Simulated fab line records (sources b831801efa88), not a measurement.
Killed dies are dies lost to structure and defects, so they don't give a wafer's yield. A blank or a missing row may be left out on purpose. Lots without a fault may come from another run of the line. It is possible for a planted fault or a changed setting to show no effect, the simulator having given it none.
The tool behind it: which one? / flow sky130 / Sampling: 14 lots, 42 wafers, 4 of 708 route steps

WHAT THE GAUGES SHOWED, per wafer
SKY_VIA4_BOW_MEAS_03.
lot=L496; measured=day 42 02:54; on=film metro-03; VIA4_BOW (um)=84 84 65
lot=L497; measured=day 42 05:26; on=film metro-04; VIA4_BOW (um)=72 77 73
lot=L499; measured=day 43 00:54; on=film metro-03; VIA4_BOW (um)=70 87 81
lot=L501; measured=day 43 06:40; on=film metro-01; VIA4_BOW (um)=82 79 76
lot=L502; measured=day 43 15:01; on=film metro-01; VIA4_BOW (um)=83 77 74
lot=L503; measured=day 44 07:57; on=film metro-01; VIA4_BOW (um)=82 65 71
lot=L504; measured=day 44 09:07; on=film metro-04; VIA4_BOW (um)=91 97 77
lot=L505; measured=day 44 19:03; on=film metro-03; VIA4_BOW (um)=92 98 93
lot=L507; measured=day 45 06:29; on=film metro-03; VIA4_BOW (um)=83 93 97
lot=L509; measured=day 45 14:39; on=film metro-01; VIA4_BOW (um)=67 73 61
lot=L510; measured=day 45 20:58; on=film metro-04; VIA4_BOW (um)=93 93 93
lot=L514; measured=day 46 20:11; on=film metro-03; VIA4_BOW (um)=74 80 70
lot=L517; measured=day 47 20:22; on=film metro-03; VIA4_BOW (um)=88 85 83
lot=L518; measured=day 47 15:41; on=film metro-03; VIA4_BOW (um)=84 77 69

SKY_VIA4_RS_MEAS_19: a four-point-probe measurement.
lot=L496; measured=day 43 03:01; on=film metro-03; VIA4_W_RS (ohm/sq)=0.2273 0.2243 0.2253
lot=L497; measured=day 43 05:21; on=film metro-03; VIA4_W_RS (ohm/sq)=0.2279 0.2243 0.2255
lot=L499; measured=day 44 00:40; on=film metro-01; VIA4_W_RS (ohm/sq)=0.2252 0.2247 0.2255
lot=L501; measured=day 44 05:44; on=film metro-01; VIA4_W_RS (ohm/sq)=0.2247 0.2226 0.2270
lot=L502; measured=day 44 14:24; on=film metro-03; VIA4_W_RS (ohm/sq)=0.2273 0.2246 0.2216
lot=L503; measured=day 45 07:26; on=film metro-01; VIA4_W_RS (ohm/sq)=0.2235 0.2243 0.2224
lot=L504; measured=day 45 07:26; on=film metro-04; VIA4_W_RS (ohm/sq)=0.2253 0.2233 0.2243
lot=L505; measured=day 45 16:52; on=film metro-04; VIA4_W_RS (ohm/sq)=0.2229 0.2205 0.2246
lot=L507; measured=day 46 04:28; on=film metro-04; VIA4_W_RS (ohm/sq)=0.2255 0.2244 0.2237
lot=L509; measured=day 46 12:07; on=film metro-01; VIA4_W_RS (ohm/sq)=0.2201 0.2263 0.2232
lot=L510; measured=day 46 18:09; on=film metro-04; VIA4_W_RS (ohm/sq)=0.2225 0.2235 0.2237
lot=L514; measured=day 47 17:01; on=film metro-04; VIA4_W_RS (ohm/sq)=0.2192 0.2223 0.2232
lot=L517; measured=day 48 16:04; on=film metro-04; VIA4_W_RS (ohm/sq)=0.2267 0.2296 0.2258
lot=L518; measured=day 48 11:52; on=film metro-03; VIA4_W_RS (ohm/sq)=0.2295 0.2280 0.2256

SKY_VIA4_THK_MEAS_20: measures by xrf.
lot=L496; measured=day 43 03:08; on=film metro-03; VIA4_W_THK (nm)=514 526 525
lot=L497; measured=day 43 05:28; on=film metro-03; VIA4_W_THK (nm)=518 527 521
lot=L499; measured=day 44 00:47; on=film metro-01; VIA4_W_THK (nm)=519 523 520
lot=L501; measured=day 44 05:51; on=film metro-01; VIA4_W_THK (nm)=522 527 517
lot=L502; measured=day 44 14:30; on=film metro-03; VIA4_W_THK (nm)=517 526 528
lot=L503; measured=day 45 07:33; on=film metro-01; VIA4_W_THK (nm)=528 527 531
lot=L504; measured=day 45 07:33; on=film metro-04; VIA4_W_THK (nm)=517 521 519
lot=L505; measured=day 45 16:58; on=film metro-04; VIA4_W_THK (nm)=520 525 522
lot=L507; measured=day 46 04:34; on=film metro-04; VIA4_W_THK (nm)=519 519 522
lot=L509; measured=day 46 12:14; on=film metro-01; VIA4_W_THK (nm)=527 518 522
lot=L510; measured=day 46 18:16; on=film metro-04; VIA4_W_THK (nm)=524 522 522
lot=L514; measured=day 47 17:08; on=film metro-04; VIA4_W_THK (nm)=534 530 524
lot=L517; measured=day 48 16:11; on=film metro-04; VIA4_W_THK (nm)=516 511 516
lot=L518; measured=day 48 11:58; on=film metro-03; VIA4_W_THK (nm)=513 516 520

EACH LOT AND THE TOOL THAT RAN IT (in order: tool; ch and the chambers of the sampled wafers; start)
lot=L496; SKY_FIELD_ISO_WET_ETCH_21=wet bench-04 ch 0, day 2 10:51
lot=L497; SKY_FIELD_ISO_WET_ETCH_21=wet bench-02 ch 3, day 2 16:14
lot=L499; SKY_FIELD_ISO_WET_ETCH_21=wet bench-01 ch 1, day 3 02:49
lot=L501; SKY_FIELD_ISO_WET_ETCH_21=wet bench-02 ch 2, day 3 11:30
lot=L502; SKY_FIELD_ISO_WET_ETCH_21=wet bench-01 ch 1, day 3 17:14
lot=L503; SKY_FIELD_ISO_WET_ETCH_21=wet bench-04 ch 0, day 4 04:03
lot=L504; SKY_FIELD_ISO_WET_ETCH_21=wet bench-04 ch 1, day 4 04:18
lot=L505; SKY_FIELD_ISO_WET_ETCH_21=wet bench-02 ch 1, day 4 08:53
lot=L507; SKY_FIELD_ISO_WET_ETCH_21=wet bench-02 ch 3, day 4 19:12
lot=L509; SKY_FIELD_ISO_WET_ETCH_21=wet bench-01 ch 3, day 5 04:57
lot=L510; SKY_FIELD_ISO_WET_ETCH_21=wet bench-01 ch 0, day 5 10:29
lot=L514; SKY_FIELD_ISO_WET_ETCH_21=wet bench-04 ch 0, day 6 09:03
lot=L517; SKY_FIELD_ISO_WET_ETCH_21=wet bench-04 ch 3, day 6 23:15
lot=L518; SKY_FIELD_ISO_WET_ETCH_21=wet bench-04 ch 1, day 7 05:11
- SKY_FIELD_ISO_WET_ETCH_21: etches SiO2 in dHF, target depth 20 nm, time 400 s.

WHAT THE TOOLS THEMSELVES READ (means of the sampled wafers that have a number; where no wafer has one, the mark that the record gives instead)
The record holds no such reading with a usual standard deviation.

THE ANSWER, worked out from the rows above alone
Rule: what is usual is taken from the lots themselves. Put in order of their means at a reading, lots are off if they are a third of the lots or fewer, leave a main group of 4 or more, and stand apart from it by a gap of 3 or more times the standard deviation of the main group's means; of several such gaps the widest counts. If all means in a main group match to the digits the tables above print for the reading, that group is not used. Also off: a lot with no number at a reading for which 4 or more lots have one. Any other lot the step has rows for is counted as sound. First the gauges in route order, then the tools' own readings, where a lot's mean is used as printed above. The first step at which some lot is off is used, and at that step the reading that is off furthest; a lot without a number counts as furthest.
None of the lots is off at any reading shown; this tells nothing.

WHAT WAS PUT IN BY THE SIMULATOR
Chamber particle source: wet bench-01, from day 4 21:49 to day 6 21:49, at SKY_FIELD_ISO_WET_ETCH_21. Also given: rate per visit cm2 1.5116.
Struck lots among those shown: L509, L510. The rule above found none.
